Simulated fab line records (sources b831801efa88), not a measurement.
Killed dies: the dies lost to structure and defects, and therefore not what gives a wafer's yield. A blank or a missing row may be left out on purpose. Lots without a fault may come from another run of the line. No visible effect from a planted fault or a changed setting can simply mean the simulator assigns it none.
A struck lot beside a sound one + flow gf180mcu + 14 steps out of a route of 602
Sound: wafers L935.1, L935.4, L935.6. Struck: wafers L943.1, L943.3, L943.4. The cause is given at the end.
Per side, at each step with rows, come the tool, then ch with its chambers, and then its first start. Under that, the readings that differ: sound wafers + struck wafers + difference of the means + sigmas: that difference in standard deviations of wafers without a fault.
alike: same words and numbers on both sides, and readings whose means sit less than 2 such deviations apart. not compared: any withheld reading, any reading some wafer has no value for, any bound like >300 that may hide the same value, and any number with overlapping values for which the record gives no deviation.
The two part at a step that has a row with sigmas, a row that says differs or no value, or rows on one side only. Numbers that have no deviation but don't overlap get no sigmas and don't part them. A reading missing from all wafers of one side parts the sides only when that side holds two or more wafers.

first, 2 steps without rows for these wafers: GF_VT_IMPLANT_PEB_05; GF_VT_IMPLANT_DEVELOP_06 (develop time 60 s).
GF_VT_IMPLANT_OVL_MEAS_07:
  struck on overlay-01, day 9 05:04; sound on overlay-01, day 7 04:38
  alike: VT_IMPLANT_OVL
then, 1 step without rows for these wafers: GF_VT_IMPLANT_IMPLANT_08.
GF_VT_IMPLANT_STRIP_09: strips in O2/N2.
  sound on plasmaAsher-01 ch 0, day 7 04:50; struck on plasmaAsher-01 ch 0,1, day 9 05:15
  alike: drypumpMotorCurrentA, heaterPowerW, oesProductAu, stripTimeToEndpointS
  not compared: rfHoursCounterH
GF_VT_IMPLANT_TW_MEAS_10:
  struck on filmMetro-04, day 9 05:21; sound on filmMetro-04, day 7 04:56
  alike: VT_IMPLANT_TW
then, 6 steps without rows for these wafers: GF_VT_IMPLANT_DEHYDRATE_11 (time 60 s); GF_VT_IMPLANT_HMDS_12 (prime time 60 s); GF_VT_IMPLANT_COAT_13 (resist thk 1000 nm); GF_VT_IMPLANT_SOFTBAKE_14 (time 60 s); GF_VT_IMPLANT_EXPOSE_15 (exposes mask Nwell LV AREA, target cd 860 nm); GF_VT_IMPLANT_PEB_16.
GF_VT_IMPLANT_DEVELOP_17: develop time 60 s.
  struck on lithoTrack-04, day 9 22:23; sound on lithoTrack-04 ch 0, day 7 20:17
  no value came back on the struck wafers for chillPlateTempC (C), developTimeS (s), resistLineTempC (C); on the sound wafers chillPlateTempC (C) reads 22.82 23.13 22.81
GF_VT_IMPLANT_OVL_MEAS_18:
  struck on overlay-02, day 9 22:32; sound on overlay-02, day 7 20:26
| reading                | sound       | struck | difference                    | sigmas |
|------------------------|-------------|--------|-------------------------------|--------|
| VT_IMPLANT_01_OVL (nm) | 3.5 3.6 2.8 | - - -  | no value on the struck wafers |        |

== WHERE THEY PART ==
Last at GF_VT_IMPLANT_OVL_MEAS_18 as far as this record goes, first at GF_VT_IMPLANT_DEVELOP_17.

WHY: what the simulator had put in
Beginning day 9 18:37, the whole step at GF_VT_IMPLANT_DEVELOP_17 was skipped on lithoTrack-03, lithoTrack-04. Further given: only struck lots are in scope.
